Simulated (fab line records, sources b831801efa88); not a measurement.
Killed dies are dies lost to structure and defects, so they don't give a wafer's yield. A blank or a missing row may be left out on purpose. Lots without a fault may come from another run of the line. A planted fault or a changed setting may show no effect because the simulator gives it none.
Which tool did it? | flow gf180mcu | 13 lots, 39 wafers sampled, at 1 step of a route of 602

WHAT THE GAUGES READ, wafer by wafer
GF_V2_CD_MEAS_14: target cd 260 nm. Usual: cd_nm 260.3 nm, standard deviation 1.1.
lot  | measured     | on        | cd_nm (nm)        | flag
L929 | day 20 13:44 | cd_sem-01 | 260.4 260.5 259.9 |
L930 | day 20 21:00 | cd_sem-02 | 262.8 262.1 262.4 |
L931 | day 21 09:31 | cd_sem-02 | 259.9 259.4 260.1 |
L932 | day 22 04:29 | cd_sem-01 | 259.9 259.2 260.1 |
L933 | day 22 10:52 | cd_sem-02 | 260.3 259.8 261.2 |
L934 | day 22 17:33 | cd_sem-01 | 259.6 260.1 260.1 |
L935 | day 23 00:50 | cd_sem-02 | 259.9 259.6 259.0 |
L937 | day 24 00:55 | cd_sem-02 | 260.0 260.8 260.4 |
L940 | day 25 01:16 | cd_sem-01 | 261.2 262.1 260.7 |
L944 | day 25 22:35 | cd_sem-01 | 258.6 258.7 258.4 |
L948 | day 27 00:38 | cd_sem-02 | 261.0 260.8 259.7 |
L950 | day 27 14:28 | cd_sem-02 | 262.1 263.1 261.0 |
L951 | day 28 01:10 | cd_sem-02 | 261.3 260.8 260.8 |

WHICH TOOL RAN EACH LOT (tool, then ch and the chambers of the sampled wafers, then the start)
The record holds no process step before these readings.

WHAT THE TOOLS THEMSELVES READ (means of the sampled wafers that have a number; where no wafer has one, the mark that the record gives instead)
The record holds no such reading with a usual standard deviation.

THE ANSWER, worked out from the rows above alone
Rule: a lot is off if the mean of its wafers that have a number lies more than 3 standard deviations from the usual mean. A lot without any number at a reading at which 4 lots or more have one is off too. The other lots that the step has rows for count as sound. The gauges are gone through in route order, then the tools' own readings, and for those a lot's mean is taken as printed above. The first step at which some lot is off is used, and at that step the reading that is off furthest; a lot without a number counts as furthest.
No lot is off at any reading shown: from this, nothing can be told.

WHAT THE SIMULATOR HAD PUT IN
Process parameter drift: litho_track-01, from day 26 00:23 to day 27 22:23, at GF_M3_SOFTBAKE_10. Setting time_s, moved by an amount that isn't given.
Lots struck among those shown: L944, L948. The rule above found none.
